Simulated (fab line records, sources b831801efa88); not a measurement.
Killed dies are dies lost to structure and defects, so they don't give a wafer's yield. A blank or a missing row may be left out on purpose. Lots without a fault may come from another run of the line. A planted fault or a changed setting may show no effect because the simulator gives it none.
Which tool did it? | flow sky130 | 14 lots, 42 wafers sampled, at 6 steps of a route of 708

WHAT THE GAUGES READ, wafer by wafer
SKY_RES_PROTECT_TW_MEAS_08.
lot  | measured     | on            | POLY_GATE_TW
L520 | day 15 03:24 | film_metro-03 | 4073 4069 4090
L521 | day 15 11:29 | film_metro-03 | 4061 4069 4020
L524 | day 16 14:23 | film_metro-01 | 4018 4004 4014
L526 | day 17 10:18 | film_metro-01 | 4039 4043 4057
L527 | day 17 15:08 | film_metro-04 | 4074 4083 4052
L528 | day 18 08:56 | film_metro-01 | 4032 4042 4024
L529 | day 18 14:56 | film_metro-04 | 4084 4066 4074
L530 | day 19 05:47 | film_metro-04 | 4087 4107 4087
L531 | day 19 15:14 | film_metro-04 | 4086 4095 4084
L532 | day 19 22:59 | film_metro-03 | 4070 4074 4045
L540 | day 22 06:11 | film_metro-04 | 4085 4107 4107
L541 | day 22 21:54 | film_metro-01 | 4030 4035 4024
L542 | day 23 01:47 | film_metro-01 | 4038 4041 4013
L543 | day 23 18:35 | film_metro-01 | 4004 3998 4011

SKY_LDD_P_CD_MEAS_07: target cd 380 nm.
lot  | measured     | on        | cd_nm (nm)
L520 | day 18 23:55 | cd_sem-01 | 381.7 377.6 380.3
L521 | day 19 08:26 | cd_sem-02 | 380.7 383.9 380.3
L524 | day 20 14:41 | cd_sem-01 | 381.1 382.3 382.2
L526 | day 21 12:50 | cd_sem-01 | 379.5 379.6 378.9
L527 | day 21 17:17 | cd_sem-02 | 380.9 380.1 379.8
L528 | day 22 08:20 | cd_sem-01 | 376.9 379.5 380.3
L529 | day 22 20:59 | cd_sem-02 | 377.3 376.9 379.0
L530 | day 23 09:37 | cd_sem-01 | 376.4 375.9 375.7
L531 | day 23 19:56 | cd_sem-01 | 384.1 382.4 386.8
L532 | day 24 00:38 | cd_sem-01 | 383.5 382.0 383.6
L540 | day 26 05:59 | cd_sem-02 | 378.5 380.3 378.8
L541 | day 26 19:40 | cd_sem-01 | 379.2 378.3 378.3
L542 | day 26 23:48 | cd_sem-02 | 384.3 384.6 385.1
L543 | day 27 15:14 | cd_sem-02 | 378.1 378.0 378.0

SKY_LDD_HVN_OVL_MEAS_07.
lot  | measured     | on         | LDD_HVN_OVL (nm)
L520 | day 20 06:50 | overlay-01 | -2.5 -2.4 -2.4
L521 | day 20 15:59 | overlay-02 | -1.8 -2.4 -1.7
L524 | day 21 21:02 | overlay-02 | -1.4 -0.6 -1.2
L526 | day 22 19:14 | overlay-01 | -0.6 0.2 -1.1
L527 | day 23 00:08 | overlay-02 | -0.8 -0.3 0.1
L528 | day 23 15:29 | overlay-02 | -1.6 -0.6 1.0
L529 | day 24 03:20 | overlay-01 | -0.9 -1.6 -2.2
L530 | day 24 15:47 | overlay-02 | -0.1 0.4 -1.5
L531 | day 25 01:56 | overlay-02 | 1.1 0.4 0.3
L532 | day 25 07:08 | overlay-02 | -0.1 -0.8 -1.1
L540 | day 27 11:20 | overlay-02 | -1.8 -1.9 0.2
L541 | day 28 00:59 | overlay-02 | -0.9 -0.8 -0.1
L542 | day 28 04:14 | overlay-02 | -2.5 -1.8 -2.0
L543 | day 28 19:20 | overlay-02 | -0.5 -2.5 -0.6

SKY_LDD_HVP_TW_MEAS_10.
lot  | measured     | on            | LDD_HVP_TW
L520 | day 21 13:59 | film_metro-01 | 455 453 457
L521 | day 21 22:26 | film_metro-04 | 463 463 465
L524 | day 23 04:22 | film_metro-03 | 461 460 462
L526 | day 24 02:02 | film_metro-04 | 465 466 464
L527 | day 24 06:25 | film_metro-01 | 453 454 452
L528 | day 24 20:44 | film_metro-01 | 453 452 452
L529 | day 25 09:56 | film_metro-04 | 462 461 464
L530 | day 25 21:29 | film_metro-01 | 454 453 453
L531 | day 26 08:16 | film_metro-03 | 30 30 30
L532 | day 26 13:20 | film_metro-03 | 30 30 30
L540 | day 28 16:04 | film_metro-04 | 459 461 458
L541 | day 29 05:35 | film_metro-01 | 452 451 448
L542 | day 29 09:08 | film_metro-03 | 455 458 458
L543 | day 29 23:16 | film_metro-03 | 459 459 462

WHICH TOOL RAN EACH LOT (tool, then ch and the chambers of the sampled wafers, then the start)
lot  | SKY_LDD_HVN_STRIP_09                 | SKY_LDD_HVP_STRIP_09
L520 | plasma_asher-03 ch 0,1, day 20 07:01 | plasma_asher-02 ch 0,1, day 21 13:52
L521 | plasma_asher-04 ch 0,1, day 20 16:10 | plasma_asher-04 ch 0,1, day 21 22:20
L524 | plasma_asher-04 ch 0,1, day 21 21:14 | plasma_asher-02 ch 0,1, day 23 04:16
L526 | plasma_asher-04 ch 1, day 22 19:25   | plasma_asher-04 ch 0,1, day 24 01:56
L527 | plasma_asher-04 ch 0,1, day 23 00:19 | plasma_asher-02 ch 0,1, day 24 06:19
L528 | plasma_asher-03 ch 0,1, day 23 15:40 | plasma_asher-03 ch 0,1, day 24 20:38
L529 | plasma_asher-01 ch 0,1, day 24 03:31 | plasma_asher-03 ch 0,1, day 25 09:50
L530 | plasma_asher-01 ch 0,1, day 24 15:58 | plasma_asher-02 ch 0,1, day 25 21:23
L531 | plasma_asher-01 ch 0,1, day 25 02:07 | plasma_asher-03 ch 0,1, day 26 08:10
L532 | plasma_asher-01 ch 0,1, day 25 07:19 | plasma_asher-03 ch 0,1, day 26 13:14
L540 | plasma_asher-03 ch 0,1, day 27 11:31 | plasma_asher-02 ch 0,1, day 28 15:58
L541 | plasma_asher-03 ch 0,1, day 28 01:10 | plasma_asher-03 ch 1, day 29 05:28
L542 | plasma_asher-03 ch 0,1, day 28 04:25 | plasma_asher-03 ch 1, day 29 09:01
L543 | plasma_asher-01 ch 0,1, day 28 19:31 | plasma_asher-02 ch 0,1, day 29 23:10
- SKY_LDD_HVN_STRIP_09: strips in O2/N2.
- SKY_LDD_HVP_STRIP_09: strips in O2/N2.

WHAT THE TOOLS THEMSELVES READ (means of the sampled wafers that have a number; where no wafer has one, the mark that the record gives instead)
SKY_LDD_HVN_STRIP_09.
lot  | tool            | chamber_pressure_mTorr (mTorr) | drypump_motor_current_A (A) | oes_product_au (a.u.) | strip_time_to_endpoint_s (s)
L520 | plasma_asher-03 | 1499.9                         | 5.5                         | 0.408                 | 4.122
L521 | plasma_asher-04 | 1500.2                         | 4.9                         | 0.405                 | 4.129
L524 | plasma_asher-04 | 1500.4                         | 5.2                         | 0.408                 | 4.130
L526 | plasma_asher-04 | 1499.8                         | 5.4                         | 0.411                 | 4.132
L527 | plasma_asher-04 | 1500.4                         | 5.2                         | 0.408                 | 4.129
L528 | plasma_asher-03 | 1499.5                         | 5.6                         | 0.410                 | 4.143
L529 | plasma_asher-01 | 1499.2                         | 5.8                         | 0.408                 | 4.121
L530 | plasma_asher-01 | 1500.9                         | 5.8                         | 0.403                 | 4.123
L531 | plasma_asher-01 | -                              | -                           | -                     | -
L532 | plasma_asher-01 | -                              | -                           | -                     | -
L540 | plasma_asher-03 | 1499.2                         | 5.6                         | 0.409                 | 4.136
L541 | plasma_asher-03 | 1500.6                         | 5.5                         | 0.412                 | 4.135
L542 | plasma_asher-03 | 1499.5                         | 5.6                         | 0.411                 | 4.153
L543 | plasma_asher-01 | 1500.1                         | 5.7                         | 0.403                 | 4.132

SKY_LDD_HVP_STRIP_09.
lot  | tool            | chamber_pressure_mTorr (mTorr) | drypump_motor_current_A (A) | oes_product_au (a.u.) | strip_time_to_endpoint_s (s)
L520 | plasma_asher-02 | 1500.9                         | 6.4                         | 0.404                 | 4.114
L521 | plasma_asher-04 | 1499.7                         | 5.2                         | 0.405                 | 4.127
L524 | plasma_asher-02 | 1500.2                         | 6.4                         | 0.407                 | 4.134
L526 | plasma_asher-04 | 1499.3                         | 5.2                         | 0.409                 | 4.135
L527 | plasma_asher-02 | 1499.0                         | 6.3                         | 0.406                 | 4.124
L528 | plasma_asher-03 | 1500.3                         | 5.5                         | 0.409                 | 4.130
L529 | plasma_asher-03 | 1500.6                         | 5.6                         | 0.411                 | 4.132
L530 | plasma_asher-02 | 1499.4                         | 6.4                         | 0.410                 | 4.129
L531 | plasma_asher-03 | 1500.5                         | 5.6                         | 0.608                 | 8.944
L532 | plasma_asher-03 | 1500.5                         | 5.6                         | 0.601                 | 8.936
L540 | plasma_asher-02 | 1500.0                         | 6.4                         | 0.407                 | 4.153
L541 | plasma_asher-03 | 1498.4                         | 5.5                         | 0.405                 | 4.133
L542 | plasma_asher-03 | 1500.9                         | 5.5                         | 0.404                 | 4.139
L543 | plasma_asher-02 | 1499.7                         | 6.4                         | 0.406                 | 4.145

THE ANSWER, worked out from the rows above alone
Rule: what is usual is taken from the lots themselves. Put in order of their means at a reading, lots are off if they are a third of the lots or fewer, leave a main group of 4 or more, and stand apart from it by a gap of 3 or more times the standard deviation of the main group's means; of several such gaps the widest counts. A main group whose means are all the same, to the digits that the tables above print for the reading, isn't used. A lot without any number at a reading at which 4 lots or more have one is off too. The other lots that the step has rows for count as sound. The gauges are gone through in route order, then the tools' own readings, and for those a lot's mean is taken as printed above. The first step at which some lot is off is used, and at that step the reading that is off furthest; a lot without a number counts as furthest.
Off: L531, L532, at SKY_LDD_HVP_TW_MEAS_10 (LDD_HVP_TW). The main group: mean 458, standard deviation 4.7.
A tool fits if, at a process step before that reading, it ran every lot that is off, and no sound lot after the first of them. The gauges at SKY_LDD_HVP_TW_MEAS_10 aren't tried: what is off there is off at SKY_LDD_HVN_STRIP_09 too, on other tools, and a gauge's error can't cause that. None of those tried fits.

WHAT THE SIMULATOR HAD PUT IN
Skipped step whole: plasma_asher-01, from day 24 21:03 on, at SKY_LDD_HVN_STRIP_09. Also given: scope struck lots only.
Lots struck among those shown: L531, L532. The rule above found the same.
